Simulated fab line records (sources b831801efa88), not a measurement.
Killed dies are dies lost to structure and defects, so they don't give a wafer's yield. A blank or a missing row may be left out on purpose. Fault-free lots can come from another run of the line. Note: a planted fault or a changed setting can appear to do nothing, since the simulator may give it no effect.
fab line records	flow sky130
[record] lots = 15	wafers = 43	last-day = 50
route steps=708 shown SONOS_ONO@178 VIA1@459 METAL2@500
lots with no fault: from the same line, run without faults
start-h: start of the lot's first displayed wafer, in hours after the record's first day	wait-h: hours elapsed since this lot's preceding step	" the same as in the row above	L1.1+2: a single row standing in for several wafers	- no value present, or no start provided	* or withheld: withheld	< > ~ a bound
route shown NAME@n: NAME is a module with steps in the file, n the number in the route of the first one	usual: the fault-free wafers' mean and standard deviation	same: alike in all rows	chamber/n: place in a boat	sites: the reading at each site	_std_site: the values' standard deviation	_edge_site: outer sites' mean less inner sites'	radius-mm: how far each site lies from the wafer's centre	mask NAME#n: copy n	behind: the tool/chamber that last shaped the wafer	hold: the reason the lot was held/the length of the hold in hours/how it ended	device: the n, p or np transistor that did not switch	end of line: the tests these same wafers got at the end of their route	where a step has no rows: the recipe by itself	killed: count of dies lost to structure and defects at first sort (not the wafer's yield)	map: dies across one wafer; x = killed, . = not, _ = none there
set.NAME: the run value of the setting; set.NAME@STEP: its run value at that earlier step	model.NAME: the simulator's own value behind a step, which no gauge read
one table for each step of the route and one row for each wafer, over a sample of lots
services: when a tool's chamber went out of use (start-h, in hours from the record's first day, below 0 if earlier), for how many hours, and the reason
[[steps]]
[step SKY_SONOS_ONO_EXPOSE_10]
[recipe] mask-id = ONOM	target-cd-nm = 410	na = 0.6	source-shape = conventional	sigma-outer = 0.6	dose-mj = 150
[usual] exposure-dose-mJ-cm2 = 149.93/0.14
lot.wafer	tool	chamber	start-h	wait-h	mask	exposure-dose-mJ-cm2
L847.1	iline-stepper-02	0	274.97	-	ONOM#0	149.79
L847.4	"	0	"	"	ONOM#0	149.92
L847.6	"	0	"	"	ONOM#0	149.83
L849.3	iline-stepper-02	0	290.86	-	ONOM#0	149.95
L849.4	"	0	"	"	ONOM#0	149.93
L849.6	"	0	"	"	ONOM#0	149.74
L850.1	iline-stepper-01	0	292.60	-	ONOM#0	149.98
L850.5	"	0	"	"	ONOM#0	149.85
L850.6	"	0	"	"	ONOM#0	150.06
L852.3	iline-stepper-02	0	306.06	-	ONOM#0	150.06
L852.4	"	0	"	"	ONOM#0	149.93
L852.5	"	0	"	"	ONOM#0	149.93
L854.2	iline-stepper-02	0	325.63	-	ONOM#0	149.94
L854.5	"	0	"	"	ONOM#0	149.89
L854.6	"	0	"	"	ONOM#0	150.00
L855.2	iline-stepper-02	0	329.04	-	ONOM#0	150.03
L855.4	"	0	"	"	ONOM#0	149.87
L855.6	"	0	"	"	ONOM#0	149.81
L856.1	iline-stepper-02	0	336.17	-	ONOM#0	150.01
L856.4	"	0	"	"	ONOM#0	149.96
L856.6	"	0	"	"	ONOM#0	150.10
L857.1	iline-stepper-01	0	345.05	-	ONOM#0	149.92
L857.2	"	0	"	"	ONOM#0	149.93
L857.3	"	0	"	"	ONOM#0	150.02
L858.2	iline-stepper-02	0	353.87	-	ONOM#0	150.06
L858.5	"	0	"	"	ONOM#0	150.14
L860.2	iline-stepper-02	0	367.92	-	ONOM#0	149.69
L860.5	"	0	"	"	ONOM#0	149.95
L861.1	iline-stepper-01	0	377.91	-	ONOM#0	150.17
L861.2	"	0	"	"	ONOM#0	150.09
L861.3	"	0	"	"	ONOM#0	150.37
L867.1	iline-stepper-01	0	424.51	-	ONOM#0	149.84
L867.2	"	0	"	"	ONOM#0	149.68
L867.5	"	0	"	"	ONOM#0	149.68
L868.1	iline-stepper-01	0	434.82	-	ONOM#0	150.05
L868.2	"	0	"	"	ONOM#0	149.93
L868.5	"	0	"	"	ONOM#0	149.75
L869.3	iline-stepper-01	0	446.28	-	ONOM#0	149.80
L869.4	"	0	"	"	ONOM#0	149.96
L869.6	"	0	"	"	ONOM#0	149.84
L870.1	iline-stepper-02	0	455.91	-	ONOM#0	149.66
L870.3	"	0	"	"	ONOM#0	149.70
L870.5	"	0	"	"	ONOM#0	149.85
[step SKY_SONOS_ONO_CD_MEAS_13]
[recipe] target-cd-nm = 410
[usual] cd-nm = 410.2/2.3
lot.wafer	tool	chamber	start-h	wait-h	cd-nm
L847.1	cd-sem-01	-	286.56	0.2	411.3
L847.4	"	-	"	"	410.0
L847.6	"	-	"	"	408.9
L849.3	cd-sem-01	-	303.26	0.1	412.0
L849.4	"	-	"	"	409.4
L849.6	"	-	"	"	410.8
L850.1	cd-sem-01	-	304.82	0.1	412.1
L850.5	"	-	"	"	411.2
L850.6	"	-	"	"	410.0
L852.3	cd-sem-01	-	319.28	0.1	408.9
L852.4	"	-	"	"	407.8
L852.5	"	-	"	"	409.8
L854.2	cd-sem-01	-	338.66	0.1	410.0
L854.5	"	-	"	"	407.3
L854.6	"	-	"	"	407.6
L855.2	cd-sem-01	-	342.59	0.1	414.7
L855.4	"	-	"	"	410.9
L855.6	"	-	"	"	410.0
L856.1	cd-sem-01	-	348.77	0.1	413.8
L856.4	"	-	"	"	354.0
L856.6	"	-	"	"	414.5
L857.1	cd-sem-01	-	357.72	0.1	413.3
L857.2	"	-	"	"	411.5
L857.3	"	-	"	"	412.9
L858.2	cd-sem-02	-	368.09	0.1	351.5
L858.5	"	-	"	"	407.8
L860.2	cd-sem-02	-	382.61	0.1	344.4
L860.5	"	-	"	"	408.9
L861.1	cd-sem-01	-	392.52	0.1	405.5
L861.2	"	-	"	"	404.3
L861.3	"	-	"	"	406.7
L867.1	cd-sem-01	-	439.72	0.1	411.4
L867.2	"	-	"	"	411.6
L867.5	"	-	"	"	411.2
L868.1	cd-sem-01	-	449.67	0.1	408.6
L868.2	"	-	"	"	410.9
L868.5	"	-	"	"	408.5
L869.3	cd-sem-02	-	461.61	0.1	408.9
L869.4	"	-	"	"	409.5
L869.6	"	-	"	"	411.4
L870.1	cd-sem-01	-	470.82	0.1	414.0
L870.3	"	-	"	"	413.3
L870.5	"	-	"	"	414.5
[step SKY_VIA1_THK_MEAS_01]
[recipe] reads = SiO2_of_VIA1_HDPCVD_00
[usual] VIA1_HDPCVD_THK = 1025/8.8
lot.wafer	tool	chamber	start-h	wait-h	VIA1_HDPCVD_THK[nm]
L847.1	film-metro-03	-	771.64	0.1	1016
L847.4	"	-	"	"	1033
L847.6	"	-	"	"	1027
L849.3	film-metro-01	-	786.65	0.1	1035
L849.4	"	-	"	"	1040
L849.6	"	-	"	"	1033
L850.1	film-metro-01	-	788.30	0.1	1021
L850.5	"	-	"	"	1020
L850.6	"	-	"	"	1001
L852.3	film-metro-03	-	805.49	0.1	1021
L852.4	"	-	"	"	1025
L852.5	"	-	"	"	1006
L854.2	film-metro-01	-	826.44	0.1	1024
L854.5	"	-	"	"	1022
L854.6	"	-	"	"	1019
L855.2	film-metro-01	-	832.28	0.1	1013
L855.4	"	-	"	"	1031
L855.6	"	-	"	"	1024
L856.1	film-metro-03	-	833.45	0.1	1023
L856.4	"	-	"	"	1031
L856.6	"	-	"	"	1027
L857.1	film-metro-03	-	843.55	0.1	1015
L857.2	"	-	"	"	1029
L857.3	"	-	"	"	1018
L858.2	film-metro-04	-	846.83	0.1	1025
L858.5	"	-	"	"	1011
L860.2	film-metro-04	-	862.14	0.1	1027
L860.5	"	-	"	"	1036
L861.1	film-metro-01	-	870.31	0.1	1027
L861.2	"	-	"	"	1029
L861.3	"	-	"	"	1036
L867.1	film-metro-04	-	914.91	0.1	1022
L867.2	"	-	"	"	1040
L867.5	"	-	"	"	1025
L868.1	film-metro-04	-	918.68	0.1	1032
L868.2	"	-	"	"	1018
L868.5	"	-	"	"	1027
L869.3	film-metro-03	-	927.10	0.1	1030
L869.4	"	-	"	"	1016
L869.6	"	-	"	"	1032
L870.1	film-metro-04	-	932.67	0.1	1037
L870.3	"	-	"	"	1022
L870.5	"	-	"	"	1029
[step SKY_VIA1_BOW_MEAS_03]
[recipe] mode = bow
[usual] VIA1_BOW = 80/6.6
lot.wafer	tool	chamber	start-h	wait-h	VIA1_BOW[um]
L847.1	film-metro-03	-	772.00	0.1	85
L847.4	"	-	"	"	73
L847.6	"	-	"	"	71
L849.3	film-metro-03	-	787.24	0.2	68
L849.4	"	-	"	"	85
L849.6	"	-	"	"	79
L850.1	film-metro-04	-	788.66	0.2	81
L850.5	"	-	"	"	85
L850.6	"	-	"	"	75
L852.3	film-metro-01	-	805.87	0.2	87
L852.4	"	-	"	"	84
L852.5	"	-	"	"	77
L854.2	film-metro-04	-	826.81	0.2	81
L854.5	"	-	"	"	72
L854.6	"	-	"	"	69
L855.2	film-metro-04	-	832.65	0.3	73
L855.4	"	-	"	"	80
L855.6	"	-	"	"	80
L856.1	film-metro-03	-	833.81	0.1	93
L856.4	"	-	"	"	83
L856.6	"	-	"	"	83
L857.1	film-metro-03	-	843.91	0.1	81
L857.2	"	-	"	"	86
L857.3	"	-	"	"	83
L858.2	film-metro-03	-	847.20	0.2	95
L858.5	"	-	"	"	90
L860.2	film-metro-04	-	862.54	0.2	80
L860.5	"	-	"	"	79
L861.1	film-metro-03	-	870.72	0.2	87
L861.2	"	-	"	"	82
L861.3	"	-	"	"	89
L867.1	film-metro-03	-	915.27	0.2	75
L867.2	"	-	"	"	75
L867.5	"	-	"	"	79
L868.1	film-metro-04	-	919.04	0.2	82
L868.2	"	-	"	"	79
L868.5	"	-	"	"	76
L869.3	film-metro-04	-	927.48	0.2	82
L869.4	"	-	"	"	81
L869.6	"	-	"	"	87
L870.1	film-metro-04	-	933.03	0.2	76
L870.3	"	-	"	"	88
L870.5	"	-	"	"	81
[step SKY_METAL2_DESCUM_17]
[recipe] chemistry = O2	source-power-w = 150	bias-power-w = 0	pressure-mtorr = 10	temp-c = 40	time-s = 8
[usual] drypump-motor-current-A = 5.8/0.49	oes-product-au = 1.000/0.012
lot.wafer	tool	chamber	start-h	wait-h	drypump-motor-current-A	oes-product-au	rf-hours-counter-h
L847.1	rie-metal-01	0	826.53	0.0	5.8	1.001	8
L847.4	"	1	"	"	6.4	1.000	-
L847.6	"	0	"	"	5.8	1.001	-
L849.3	rie-metal-03	0	841.84	0.0	5.2	1.024	-
L849.4	"	1	"	"	5.9	0.982	-
L849.6	"	1	"	"	5.9	0.986	-
L850.1	rie-metal-01	1	843.15	0.0	6.4	1.008	6
L850.5	"	0	"	"	5.8	0.999	-
L850.6	"	1	"	"	6.4	1.011	-
L852.3	rie-metal-03	1	859.82	0.0	5.9	0.975	-
L852.4	"	1	"	"	5.9	0.989	-
L852.5	"	1	"	"	5.9	0.987	-
L854.2	rie-metal-04	0	880.55	0.0	6.4	1.010	7
L854.5	"	1	"	"	5.3	0.993	-
L854.6	"	0	"	"	6.4	1.021	-
L855.2	rie-metal-01	1	886.10	0.0	6.4	1.005	8
L855.4	"	0	"	"	5.8	0.991	-
L855.6	"	0	"	"	5.8	0.989	-
L856.1	rie-metal-04	0	887.85	0.0	6.5	1.021	7
L856.4	"	1	"	"	5.3	0.991	-
L856.6	"	1	"	"	5.3	0.987	-
L857.1	rie-metal-03	0	897.05	0.0	5.2	1.014	1
L857.2	"	1	"	"	5.9	0.995	17
L857.3	"	0	"	"	5.2	1.020	-
L858.2	rie-metal-01	1	899.93	0.0	6.4	0.995	9
L858.5	"	0	"	"	5.8	0.996	-
L860.2	rie-metal-03	1	915.33	0.0	6.0	0.989	17
L860.5	"	0	"	"	5.2	1.005	-
L861.1	rie-metal-04	0	922.55	0.0	6.5	1.009	10
L861.2	"	1	"	"	5.3	0.991	6
L861.3	"	0	"	"	6.5	1.017	-
L867.1	rie-metal-04	0	966.30	0.0	6.5	1.014	11
L867.2	"	1	"	"	5.3	0.991	8
L867.5	"	1	"	"	5.3	0.988	-
L868.1	rie-metal-01	0	969.43	0.0	5.8	0.998	15
L868.2	"	1	"	"	6.4	1.003	12
L868.5	"	1	"	"	6.4	1.000	-
L869.3	rie-metal-04	1	978.09	0.0	5.3	0.992	-
L869.4	"	0	"	"	6.5	1.014	-
L869.6	"	1	"	"	5.3	0.987	-
L870.1	rie-metal-03	0	982.78	0.0	5.2	1.007	6
L870.3	"	1	"	"	5.9	0.988	-
L870.5	"	1	"	"	5.9	0.987	-
[[services]]
tool	chamber	start-h	hours	kind
iline-stepper-02	-	257.95	4.4	pm
rie-metal-04	-	284.58	1.9	repair
iline-stepper-01	-	300.47	28.9	pm
rie-metal-04	-	338.08	1.4	pm
iline-stepper-02	-	397.07	1.7	pm
rie-metal-04	-	397.66	4.3	pm
iline-stepper-01	-	417.67	1.7	pm
iline-stepper-01	-	543.17	2.0	repair
rie-metal-04	-	595.72	9.0	repair
iline-stepper-02	-	615.19	1.7	pm
iline-stepper-02	-	625.45	8.9	pm
iline-stepper-02	-	635.02	9.2	repair
iline-stepper-01	-	644.29	1.7	pm
iline-stepper-01	-	664.77	6.7	repair
rie-metal-04	-	741.16	2.2	repair
rie-metal-04	1	742.22	22.6	repair
rie-metal-04	-	765.95	1.3	repair
iline-stepper-02	-	773.46	0.9	repair
iline-stepper-01	-	807.84	4.4	pm
rie-metal-04	1	824.30	3.1	repair
iline-stepper-02	-	833.37	1.7	pm
iline-stepper-01	-	854.03	1.7	pm
iline-stepper-01	-	865.83	17.0	repair
iline-stepper-01	-	870.90	13.3	repair
[[key]]
[first-sign] step = SKY_SONOS_ONO_CD_MEAS_13	reading = cd-nm	direction = down	sigmas = 26	usual = 410.2	struck = 350.0
effect none on later readings
met-at SKY_SONOS_ONO_EXPOSE_10
struck-lots L856,L858,L860
struck-wafers L856.4,L858.2,L860.2
sort-left-out L858.2,L860.2
tester-left-out L856,L858,L860
not-acting-at SKY_VIA1_THK_MEAS_01,SKY_VIA1_BOW_MEAS_03,SKY_METAL2_DESCUM_17
onset-between 329.04 336.17
[fault] kind = process-parameter-drift	tool = iline-stepper-02	chamber = -	onset-h = 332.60	steps = SKY_SONOS_ONO_EXPOSE_10	channel = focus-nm	offset = 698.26	shape = step	end-h = 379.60	scope = struck-wafers-only
// tester-left-out: of these lots the tester's yield and bins aren't shown, on N5 and GAA mostly nor the transistor test; their killed dies are dies lost to structure and defects alone, not to doping, threshold or leakage, so they don't give the yield
// sort-left-out: the simulated sort isn't trusted on such a fault, so these wafers' sort isn't shown, and their yield isn't known
